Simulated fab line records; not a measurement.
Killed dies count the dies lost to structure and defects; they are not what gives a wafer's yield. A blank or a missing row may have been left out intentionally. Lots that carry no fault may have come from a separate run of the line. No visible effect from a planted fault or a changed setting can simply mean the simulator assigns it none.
A single fault, viewed from 2 desks + flow sky130 + every desk sees just its own numbers, and what lay behind them comes last

## FROM THE METROLOGY DESK
What the gauges read for every lot (on any tool): the sampled wafers with a number, averaged. The brackets show how far a lot's mean lies from the usual mean; more than 4 standard deviations puts the lot out of limits, marked OUT.
Columns: A = cd nm at SKY_METAL2_CD_MEAS_15, usual 139.7 nm; B = VIA2_W_RS at SKY_VIA2_RS_MEAS_22, usual 0.274 ohm/sq
| lot  | first seen here | A     | B     |
|------|-----------------|-------|-------|
| L103 | day 35 18:50    | 139.5 | 0.275 |
| L104 | day 35 21:25    | 139.7 | 0.277 |
| L106 | day 36 19:55    | 141.0 | 0.275 |
| L107 | day 37 06:55    | 137.6 | 0.275 |
| L110 | day 37 16:00    | 138.3 | 0.275 |
| L112 | day 38 11:50    | 137.7 | 0.276 |
| L116 | day 38 22:31    | 142.9 | 0.271 |
| L117 | day 39 07:44    | 139.6 | 0.272 |
| L122 | day 40 17:41    | 142.5 | 0.268 |
| L126 | day 41 19:35    | 142.0 | 0.276 |
Finding of this desk: none of the 10 lots has anything out of limits.

## DESK OF THE TOOL OWNER: rie diel-04
The tool's own readings at SKY_VIA2_ETCH_14 (etches BARC in N2/H2, stops on SiO2, time 45.9 s, target depth 60 nm): means of the sampled wafers that have a number, for each lot that ran on this tool. The brackets show how far a lot's mean lies from the usual mean; more than 4 standard deviations puts the lot out of limits, marked OUT.
Columns: A = bias w at SKY_VIA2_ETCH_14, usual 100.00 W; B = drypump motor current A at SKY_VIA2_ETCH_14, usual 5.9 A; C = oes product au at SKY_VIA2_ETCH_14, usual 0.855 a.u.; D = throttle valve pct at SKY_VIA2_ETCH_14, usual 13.224 %
| lot  | first seen here | A      | B   | C     | D      |
|------|-----------------|--------|-----|-------|--------|
| L103 | day 36 21:43    | 99.77  | 5.6 | 0.854 | 13.228 |
| L110 | day 38 18:17    | 100.06 | 5.4 | 0.855 | 13.227 |
| L112 | day 39 13:59    | 100.33 | 5.4 | 0.849 | 13.216 |
| L117 | day 40 10:35    | 99.95  | 5.5 | 0.857 | 13.225 |
Finding of this desk: none of the 4 lots has anything out of limits.

## TAKEN TOGETHER
From the metrology desk's view, nothing was out of limits.
The desk of the tool owner found nothing out of limits.

## WHAT THE SIMULATOR HAD INSERTED
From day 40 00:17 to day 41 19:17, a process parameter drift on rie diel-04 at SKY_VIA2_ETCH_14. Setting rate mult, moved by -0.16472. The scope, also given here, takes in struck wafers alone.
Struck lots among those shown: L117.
